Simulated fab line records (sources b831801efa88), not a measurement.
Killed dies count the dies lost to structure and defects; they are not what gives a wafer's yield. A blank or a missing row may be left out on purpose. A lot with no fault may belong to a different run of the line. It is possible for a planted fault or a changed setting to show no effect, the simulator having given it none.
Which tool was responsible? :: flow sky130 :: 72 wafers from 24 lots sampled at 5 of the route's 708 steps

== WHAT EACH GAUGE READ, for each wafer ==
SKY_VT_ADJUST_LVTN_OVL_MEAS_18.
lot: L074
measured: day 7 23:02
on: overlay-01
VT_ADJUST_LVTN_01_OVL (nm): -2.2 -1.9 0.6

lot: L075
measured: day 8 03:06
on: overlay-01
VT_ADJUST_LVTN_01_OVL (nm): -0.8 -0.4 0.3

lot: L076
measured: day 8 11:01
on: overlay-01
VT_ADJUST_LVTN_01_OVL (nm): -1.1 -1.9 -1.1

lot: L077
measured: day 8 13:31
on: overlay-02
VT_ADJUST_LVTN_01_OVL (nm): 1.4 2.1 -0.3

lot: L078
measured: day 8 22:32
on: overlay-02
VT_ADJUST_LVTN_01_OVL (nm): -0.2 -0.5 -0.3

lot: L079
measured: day 9 03:29
on: overlay-02
VT_ADJUST_LVTN_01_OVL (nm): 2.5 2.9 2.8

lot: L080
measured: day 9 12:55
on: overlay-01
VT_ADJUST_LVTN_01_OVL (nm): -3.1 -1.0 0.6

lot: L081
measured: day 9 15:11
on: overlay-01
VT_ADJUST_LVTN_01_OVL (nm): -3.0 -3.3 -2.7

lot: L082
measured: day 10 01:21
on: overlay-02
VT_ADJUST_LVTN_01_OVL (nm): 1.0 0.1 -1.5

lot: L083
measured: day 10 05:10
on: overlay-01
VT_ADJUST_LVTN_01_OVL (nm): 0.4 -0.1 2.8

lot: L084
measured: day 10 11:45
on: overlay-01
VT_ADJUST_LVTN_01_OVL (nm): -0.5 -2.3 -1.6

lot: L085
measured: day 10 16:11
on: overlay-01
VT_ADJUST_LVTN_01_OVL (nm): 0.9 0.2 0.2

lot: L086
measured: day 11 02:47
on: overlay-02
VT_ADJUST_LVTN_01_OVL (nm): 0.0 1.3 0.4

lot: L087
measured: day 11 07:41
on: overlay-01
VT_ADJUST_LVTN_01_OVL (nm): -2.7 -2.9 -4.5

lot: L088
measured: day 11 17:47
on: overlay-01
VT_ADJUST_LVTN_01_OVL (nm): -1.3 0.7 0.1

lot: L089
measured: day 11 21:41
on: overlay-02
VT_ADJUST_LVTN_01_OVL (nm): 2.0 2.2 0.2

lot: L090
measured: day 12 14:29
on: overlay-01
VT_ADJUST_LVTN_01_OVL (nm): -0.4 -0.3 -1.5

lot: L091
measured: day 12 17:20
on: overlay-01
VT_ADJUST_LVTN_01_OVL (nm): -2.2 -2.6 -3.4

lot: L093
measured: day 13 00:19
on: overlay-01
VT_ADJUST_LVTN_01_OVL (nm): -1.3 -1.5 -1.0

lot: L092
measured: day 13 00:37
on: overlay-01
VT_ADJUST_LVTN_01_OVL (nm): 2.3 1.9 2.7

lot: L094
measured: day 13 09:58
on: overlay-01
VT_ADJUST_LVTN_01_OVL (nm): -1.8 -2.1 -2.0

lot: L095
measured: day 13 22:01
on: overlay-01
VT_ADJUST_LVTN_01_OVL (nm): 0.4 4.2 1.3

lot: L096
measured: day 14 09:25
on: overlay-02
VT_ADJUST_LVTN_01_OVL (nm): 0.6 -1.3 -1.7

lot: L097
measured: day 14 18:54
on: overlay-02
VT_ADJUST_LVTN_01_OVL (nm): 0.3 0.9 0.0

SKY_METAL4_OVL_MEAS_14.
lot: L074
measured: day 42 11:39
on: overlay-02
METAL4_OVL (nm): 2 0 1

lot: L075
measured: day 42 07:58
on: overlay-02
METAL4_OVL (nm): -5 -6 -5

lot: L076
measured: day 42 20:18
on: overlay-01
METAL4_OVL (nm): -2 -4 -4

lot: L077
measured: day 43 00:33
on: overlay-01
METAL4_OVL (nm): -3 -8 -8

lot: L078
measured: day 43 07:15
on: overlay-02
METAL4_OVL (nm): 0 -7 0

lot: L079
measured: day 43 09:43
on: overlay-02
METAL4_OVL (nm): 1 -1 -5

lot: L080
measured: day 43 19:59
on: overlay-02
METAL4_OVL (nm): -10 -7 -8

lot: L081
measured: day 43 20:46
on: overlay-01
METAL4_OVL (nm): -7 -14 -11

lot: L082
measured: day 44 05:10
on: overlay-02
METAL4_OVL (nm): -5 2 -1

lot: L083
measured: day 44 11:56
on: overlay-01
METAL4_OVL (nm): 2 4 4

lot: L084
measured: day 44 16:01
on: overlay-02
METAL4_OVL (nm): -9 -9 -9

lot: L085
measured: day 45 01:12
on: overlay-02
METAL4_OVL (nm): -2 -2 -8

lot: L086
measured: day 45 04:12
on: overlay-02
METAL4_OVL (nm): 8 3 5

lot: L087
measured: day 45 10:58
on: overlay-02
METAL4_OVL (nm): -10 -3 -8

lot: L088
measured: day 45 23:04
on: overlay-01
METAL4_OVL (nm): -8 -15 -8

lot: L089
measured: day 45 23:55
on: overlay-02
METAL4_OVL (nm): 0 5 0

lot: L090
measured: day 46 12:05
on: overlay-02
METAL4_OVL (nm): -1 -9 -4

lot: L091
measured: day 46 15:50
on: overlay-02
METAL4_OVL (nm): -4 -8 6

lot: L093
measured: day 46 20:06
on: overlay-02
METAL4_OVL (nm): -11 -3 -5

lot: L092
measured: day 46 22:02
on: overlay-02
METAL4_OVL (nm): -2 -1 -1

lot: L094
measured: day 47 01:56
on: overlay-01
METAL4_OVL (nm): -5 -8 -5

lot: L095
measured: day 47 14:29
on: overlay-02
METAL4_OVL (nm): 5 7 4

lot: L096
measured: day 47 22:33
on: overlay-02
METAL4_OVL (nm): -4 -5 -1

lot: L097
measured: day 48 05:52
on: overlay-01
METAL4_OVL (nm): 6 1 -1

== TOOL THAT RAN EACH LOT (tool first, then ch and the chambers of the sampled wafers, then the start) ==
lot: L074
SKY_VIA1_ETCH_14: rieDiel-02 ch 0,2,3, day 34 18:26
SKY_VIA1_CMP_24: cmp-02 ch 0,2,3, day 34 19:27
SKY_METAL2_SPUTTER_03: pvdSputter-03, day 34 19:49

lot: L075
SKY_VIA1_ETCH_14: rieDiel-04 ch 0,1,2, day 34 14:55
SKY_VIA1_CMP_24: cmp-02 ch 1,2, day 34 15:58
SKY_METAL2_SPUTTER_03: pvdSputter-03, day 34 16:20

lot: L076
SKY_VIA1_ETCH_14: rieDiel-04 ch 0,1,3, day 35 04:26
SKY_VIA1_CMP_24: cmp-02 ch 0,1,3, day 35 05:27
SKY_METAL2_SPUTTER_03: pvdSputter-01, day 35 05:49

lot: L077
SKY_VIA1_ETCH_14: rieDiel-03 ch 2,3, day 35 08:32
SKY_VIA1_CMP_24: cmp-01 ch 0,2, day 35 09:34
SKY_METAL2_SPUTTER_03: pvdSputter-02, day 35 09:56

lot: L078
SKY_VIA1_ETCH_14: rieDiel-03 ch 1,2,3, day 35 16:53
SKY_VIA1_CMP_24: cmp-02 ch 0,1,3, day 35 17:53
SKY_METAL2_SPUTTER_03: pvdSputter-02, day 35 18:16

lot: L079
SKY_VIA1_ETCH_14: rieDiel-04 ch 0,2,3, day 35 19:50
SKY_VIA1_CMP_24: cmp-01 ch 1,3, day 35 20:54
SKY_METAL2_SPUTTER_03: pvdSputter-03, day 35 21:13

lot: L080
SKY_VIA1_ETCH_14: rieDiel-04 ch 1,2, day 36 06:59
SKY_VIA1_CMP_24: cmp-01 ch 1,2,3, day 36 08:06
SKY_METAL2_SPUTTER_03: pvdSputter-02, day 36 08:23

lot: L081
SKY_VIA1_ETCH_14: rieDiel-02 ch 1,2,3, day 36 09:03
SKY_VIA1_CMP_24: cmp-02 ch 0,1,3, day 36 10:09
SKY_METAL2_SPUTTER_03: pvdSputter-01, day 36 10:25

lot: L082
SKY_VIA1_ETCH_14: rieDiel-03 ch 0,2,3, day 36 17:20
SKY_VIA1_CMP_24: cmp-02 ch 0,1,3, day 36 18:31
SKY_METAL2_SPUTTER_03: pvdSputter-01, day 36 18:44

lot: L083
SKY_VIA1_ETCH_14: rieDiel-02 ch 1,2,3, day 36 23:26
SKY_VIA1_CMP_24: cmp-01 ch 1,2,3, day 37 00:49
SKY_METAL2_SPUTTER_03: pvdSputter-03, day 37 01:11

lot: L084
SKY_VIA1_ETCH_14: rieDiel-02 ch 0,1,3, day 37 06:17
SKY_VIA1_CMP_24: cmp-01 ch 0,2,3, day 37 07:31
SKY_METAL2_SPUTTER_03: pvdSputter-03, day 37 07:47

lot: L085
SKY_VIA1_ETCH_14: rieDiel-03 ch 0,2, day 37 16:08
SKY_VIA1_CMP_24: cmp-02 ch 1,2,3, day 37 17:10
SKY_METAL2_SPUTTER_03: pvdSputter-03, day 37 17:32

lot: L086
SKY_VIA1_ETCH_14: rieDiel-04 ch 0,1, day 37 21:53
SKY_VIA1_CMP_24: cmp-01 ch 1,2, day 37 22:56
SKY_METAL2_SPUTTER_03: pvdSputter-02, day 37 23:16

lot: L087
SKY_VIA1_ETCH_14: rieDiel-04 ch 0,1,2, day 38 04:47
SKY_VIA1_CMP_24: cmp-02 ch 0,1,3, day 38 05:50
SKY_METAL2_SPUTTER_03: pvdSputter-03, day 38 06:10

lot: L088
SKY_VIA1_ETCH_14: rieDiel-04 ch 0,2, day 38 16:26
SKY_VIA1_CMP_24: cmp-02 ch 1,2, day 38 17:33
SKY_METAL2_SPUTTER_03: pvdSputter-03, day 38 17:55

lot: L089
SKY_VIA1_ETCH_14: rieDiel-04 ch 2,3, day 38 19:41
SKY_VIA1_CMP_24: cmp-02 ch 1,2,3, day 38 20:59
SKY_METAL2_SPUTTER_03: pvdSputter-03, day 38 21:13

lot: L090
SKY_VIA1_ETCH_14: rieDiel-04 ch 0,1,3, day 39 10:17
SKY_VIA1_CMP_24: cmp-02 ch 0,2,3, day 39 11:30
SKY_METAL2_SPUTTER_03: pvdSputter-02, day 39 11:43

lot: L091
SKY_VIA1_ETCH_14: rieDiel-03 ch 1,2, day 39 14:38
SKY_VIA1_CMP_24: cmp-01 ch 1,2, day 39 15:44
SKY_METAL2_SPUTTER_03: pvdSputter-02, day 39 16:03

lot: L093
SKY_VIA1_ETCH_14: rieDiel-03 ch 0,3, day 39 17:44
SKY_VIA1_CMP_24: cmp-02 ch 1,2,3, day 39 18:47
SKY_METAL2_SPUTTER_03: pvdSputter-02, day 39 19:10

lot: L092
SKY_VIA1_ETCH_14: rieDiel-04 ch 0,2,3, day 39 20:47
SKY_VIA1_CMP_24: cmp-02 ch 0,1, day 39 21:49
SKY_METAL2_SPUTTER_03: pvdSputter-02, day 39 22:12

lot: L094
SKY_VIA1_ETCH_14: rieDiel-02 ch 0,2,3, day 40 01:53
SKY_VIA1_CMP_24: cmp-02 ch 0,2,3, day 40 02:54
SKY_METAL2_SPUTTER_03: pvdSputter-01, day 40 03:16

lot: L095
SKY_VIA1_ETCH_14: rieDiel-04 ch 1,2, day 40 17:47
SKY_VIA1_CMP_24: cmp-02 ch 0,2,3, day 40 18:56
SKY_METAL2_SPUTTER_03: pvdSputter-01, day 40 19:13

lot: L096
SKY_VIA1_ETCH_14: rieDiel-02 ch 0,1,2, day 41 01:56
SKY_VIA1_CMP_24: cmp-01 ch 0,1,3, day 41 02:59
SKY_METAL2_SPUTTER_03: pvdSputter-03, day 41 03:22

lot: L097
SKY_VIA1_ETCH_14: rieDiel-03 ch 0,2, day 41 11:29
SKY_VIA1_CMP_24: cmp-02 ch 0,1, day 41 12:30
SKY_METAL2_SPUTTER_03: pvdSputter-01, day 41 12:52
- SKY_VIA1_ETCH_14: etches BARC in N2/H2, stops on SiO2, time 45.9 s, target depth 60 nm.
- SKY_VIA1_CMP_24: polishes, stops on SiO2, t overpolish 15 s, target thk 0 nm.
- SKY_METAL2_SPUTTER_03: material Ti, target thk 5 nm, time 3.3 s.

== WHAT THE TOOLS THEMSELVES READ (means of the sampled wafers that have a number; where no wafer has one, the mark that the record gives instead) ==
SKY_VIA1_ETCH_14.
lot: L074
tool: rieDiel-02
drypumpMotorCurrentA (A): 6.1
h2FlowSccm (sccm): 200.2
oesProductAu (a.u.): 0.854
throttleValvePct (%): 13.225

lot: L075
tool: rieDiel-04
drypumpMotorCurrentA (A): 5.6
h2FlowSccm (sccm): 200.6
oesProductAu (a.u.): 0.856
throttleValvePct (%): 13.228

lot: L076
tool: rieDiel-04
drypumpMotorCurrentA (A): 5.6
h2FlowSccm (sccm): 200.4
oesProductAu (a.u.): 0.859
throttleValvePct (%): 13.226

lot: L077
tool: rieDiel-03
drypumpMotorCurrentA (A): 6.2
h2FlowSccm (sccm): 200.2
oesProductAu (a.u.): 0.856
throttleValvePct (%): 13.227

lot: L078
tool: rieDiel-03
drypumpMotorCurrentA (A): 5.8
h2FlowSccm (sccm): 200.0
oesProductAu (a.u.): 0.856
throttleValvePct (%): 13.221

lot: L079
tool: rieDiel-04
drypumpMotorCurrentA (A): 5.8
h2FlowSccm (sccm): 199.4
oesProductAu (a.u.): 0.854
throttleValvePct (%): 13.227

lot: L080
tool: rieDiel-04
drypumpMotorCurrentA (A): 5.6
h2FlowSccm (sccm): 200.2
oesProductAu (a.u.): 0.857
throttleValvePct (%): 13.224

lot: L081
tool: rieDiel-02
drypumpMotorCurrentA (A): 6.2
h2FlowSccm (sccm): 199.4
oesProductAu (a.u.): 0.853
throttleValvePct (%): 13.233

lot: L082
tool: rieDiel-03
drypumpMotorCurrentA (A): 6.1
h2FlowSccm (sccm): 199.8
oesProductAu (a.u.): 0.850
throttleValvePct (%): 13.223

lot: L083
tool: rieDiel-02
drypumpMotorCurrentA (A): 6.2
h2FlowSccm (sccm): 200.3
oesProductAu (a.u.): 0.853
throttleValvePct (%): 13.227

lot: L084
tool: rieDiel-02
drypumpMotorCurrentA (A): 6.3
h2FlowSccm (sccm): 199.9
oesProductAu (a.u.): 0.854
throttleValvePct (%): 13.223

lot: L085
tool: rieDiel-03
drypumpMotorCurrentA (A): 5.9
h2FlowSccm (sccm): 200.1
oesProductAu (a.u.): 0.857
throttleValvePct (%): 13.231

lot: L086
tool: rieDiel-04
drypumpMotorCurrentA (A): 5.6
h2FlowSccm (sccm): 199.6
oesProductAu (a.u.): 0.853
throttleValvePct (%): 13.219

lot: L087
tool: rieDiel-04
drypumpMotorCurrentA (A): 5.6
h2FlowSccm (sccm): 199.5
oesProductAu (a.u.): 0.855
throttleValvePct (%): 13.227

lot: L088
tool: rieDiel-04
drypumpMotorCurrentA (A): 5.8
h2FlowSccm (sccm): 199.6
oesProductAu (a.u.): 0.855
throttleValvePct (%): 13.224

lot: L089
tool: rieDiel-04
drypumpMotorCurrentA (A): 5.9
h2FlowSccm (sccm): 200.3
oesProductAu (a.u.): 0.858
throttleValvePct (%): 13.224

lot: L090
tool: rieDiel-04
drypumpMotorCurrentA (A): 5.6
h2FlowSccm (sccm): 200.0
oesProductAu (a.u.): 0.854
throttleValvePct (%): 13.219

lot: L091
tool: rieDiel-03
drypumpMotorCurrentA (A): 5.3
h2FlowSccm (sccm): 200.5
oesProductAu (a.u.): 0.853
throttleValvePct (%): 13.217

lot: L093
tool: rieDiel-03
drypumpMotorCurrentA (A): 6.0
h2FlowSccm (sccm): 200.0
oesProductAu (a.u.): 0.858
throttleValvePct (%): 13.226

lot: L092
tool: rieDiel-04
drypumpMotorCurrentA (A): 5.8
h2FlowSccm (sccm): 199.9
oesProductAu (a.u.): 0.857
throttleValvePct (%): 13.221

lot: L094
tool: rieDiel-02
drypumpMotorCurrentA (A): 6.1
h2FlowSccm (sccm): 200.0
oesProductAu (a.u.): 0.858
throttleValvePct (%): 13.220

lot: L095
tool: rieDiel-04
drypumpMotorCurrentA (A): 5.6
h2FlowSccm (sccm): 199.8
oesProductAu (a.u.): 0.853
throttleValvePct (%): 13.211

lot: L096
tool: rieDiel-02
drypumpMotorCurrentA (A): 6.3
h2FlowSccm (sccm): 200.5
oesProductAu (a.u.): 0.851
throttleValvePct (%): 13.233

lot: L097
tool: rieDiel-03
drypumpMotorCurrentA (A): 5.9
h2FlowSccm (sccm): 200.2
oesProductAu (a.u.): 0.853
throttleValvePct (%): 13.225

SKY_VIA1_CMP_24.
lot: L074
tool: cmp-02
motorCurrentA (A): 11.1
overpolishRunS (s): 14.989
timeToEndpointS (s): 65.6

lot: L075
tool: cmp-02
motorCurrentA (A): 13.0
overpolishRunS (s): 15.004
timeToEndpointS (s): 64.7

lot: L076
tool: cmp-02
motorCurrentA (A): 11.1
overpolishRunS (s): 15.003
timeToEndpointS (s): 66.2

lot: L077
tool: cmp-01
motorCurrentA (A): 10.6
overpolishRunS (s): 14.999
timeToEndpointS (s): 66.7

lot: L078
tool: cmp-02
motorCurrentA (A): 11.4
overpolishRunS (s): 15.003
timeToEndpointS (s): 65.0

lot: L079
tool: cmp-01
motorCurrentA (A): 11.6
overpolishRunS (s): 15.000
timeToEndpointS (s): 66.3

lot: L080
tool: cmp-01
motorCurrentA (A): 11.2
overpolishRunS (s): 15.000
timeToEndpointS (s): 66.7

lot: L081
tool: cmp-02
motorCurrentA (A): 10.6
overpolishRunS (s): 14.998
timeToEndpointS (s): 65.5

lot: L082
tool: cmp-02
motorCurrentA (A): 11.2
overpolishRunS (s): 15.001
timeToEndpointS (s): 64.7

lot: L083
tool: cmp-01
motorCurrentA (A): 11.4
overpolishRunS (s): 14.998
timeToEndpointS (s): 67.3

lot: L084
tool: cmp-01
motorCurrentA (A): 11.2
overpolishRunS (s): 15.005
timeToEndpointS (s): 66.1

lot: L085
tool: cmp-02
motorCurrentA (A): 12.5
overpolishRunS (s): 15.006
timeToEndpointS (s): 62.2

lot: L086
tool: cmp-01
motorCurrentA (A): 11.1
overpolishRunS (s): 15.011
timeToEndpointS (s): 70.1

lot: L087
tool: cmp-02
motorCurrentA (A): 11.1
overpolishRunS (s): 15.007
timeToEndpointS (s): 64.4

lot: L088
tool: cmp-02
motorCurrentA (A): 13.0
overpolishRunS (s): 15.004
timeToEndpointS (s): 63.9

lot: L089
tool: cmp-02
motorCurrentA (A): 12.6
overpolishRunS (s): 15.004
timeToEndpointS (s): 62.6

lot: L090
tool: cmp-02
motorCurrentA (A): 11.2
overpolishRunS (s): 14.990
timeToEndpointS (s): 62.4

lot: L091
tool: cmp-01
motorCurrentA (A): 11.2
overpolishRunS (s): 14.999
timeToEndpointS (s): 65.2

lot: L093
tool: cmp-02
motorCurrentA (A): 12.6
overpolishRunS (s): 14.990
timeToEndpointS (s): 60.1

lot: L092
tool: cmp-02
motorCurrentA (A): 11.8
overpolishRunS (s): 15.004
timeToEndpointS (s): 64.8

lot: L094
tool: cmp-02
motorCurrentA (A): 10.6
overpolishRunS (s): 15.002
timeToEndpointS (s): 65.9

lot: L095
tool: cmp-02
motorCurrentA (A): 11.0
overpolishRunS (s): 15.003
timeToEndpointS (s): 58.3

lot: L096
tool: cmp-01
motorCurrentA (A): 11.4
overpolishRunS (s): 15.004
timeToEndpointS (s): 63.5

lot: L097
tool: cmp-02
motorCurrentA (A): 11.9
overpolishRunS (s): 14.997
timeToEndpointS (s): 67.0

SKY_METAL2_SPUTTER_03.
lot: L074
tool: pvdSputter-03
throttleValvePct (%): 30.3

lot: L075
tool: pvdSputter-03
throttleValvePct (%): 30.3

lot: L076
tool: pvdSputter-01
throttleValvePct (%): 30.3

lot: L077
tool: pvdSputter-02
throttleValvePct (%): 30.0

lot: L078
tool: pvdSputter-02
throttleValvePct (%): 30.1

lot: L079
tool: pvdSputter-03
throttleValvePct (%): 30.4

lot: L080
tool: pvdSputter-02
throttleValvePct (%): 30.2

lot: L081
tool: pvdSputter-01
throttleValvePct (%): 30.4

lot: L082
tool: pvdSputter-01
throttleValvePct (%): 30.6

lot: L083
tool: pvdSputter-03
throttleValvePct (%): 30.1

lot: L084
tool: pvdSputter-03
throttleValvePct (%): 30.0

lot: L085
tool: pvdSputter-03
throttleValvePct (%): 30.2

lot: L086
tool: pvdSputter-02
throttleValvePct (%): 29.9

lot: L087
tool: pvdSputter-03
throttleValvePct (%): 30.3

lot: L088
tool: pvdSputter-03
throttleValvePct (%): 30.2

lot: L089
tool: pvdSputter-03
throttleValvePct (%): 30.4

lot: L090
tool: pvdSputter-02
throttleValvePct (%): 30.8

lot: L091
tool: pvdSputter-02
throttleValvePct (%): 29.3

lot: L093
tool: pvdSputter-02
throttleValvePct (%): 29.2

lot: L092
tool: pvdSputter-02
throttleValvePct (%): 30.3

lot: L094
tool: pvdSputter-01
throttleValvePct (%): 30.6

lot: L095
tool: pvdSputter-01
throttleValvePct (%): 30.1

lot: L096
tool: pvdSputter-03
throttleValvePct (%): 30.0

lot: L097
tool: pvdSputter-01
throttleValvePct (%): 30.3

== THE ANSWER, worked out from the rows above alone ==
Rule: usual is defined by the lots themselves. Put in order of their means at a reading, lots are off if they are a third of the lots or fewer, leave a main group of 4 or more, and stand apart from it by a gap of 3 or more times the standard deviation of the main group's means; of several such gaps the widest counts. If all means in a main group match to the digits the tables above print for the reading, that group is not used. A lot without any number at a reading at which 4 lots or more have one is off too. The other lots that the step has rows for count as sound. The gauges are gone through in route order, then the tools' own readings, and for those a lot's mean is taken as printed above. At the first step where some lot is off, the reading lying furthest off is the one used; lots without a number count as furthest.
No lot is off on any of the readings shown, so nothing can be concluded from this.

== WHAT WAS PUT IN BY THE SIMULATOR ==
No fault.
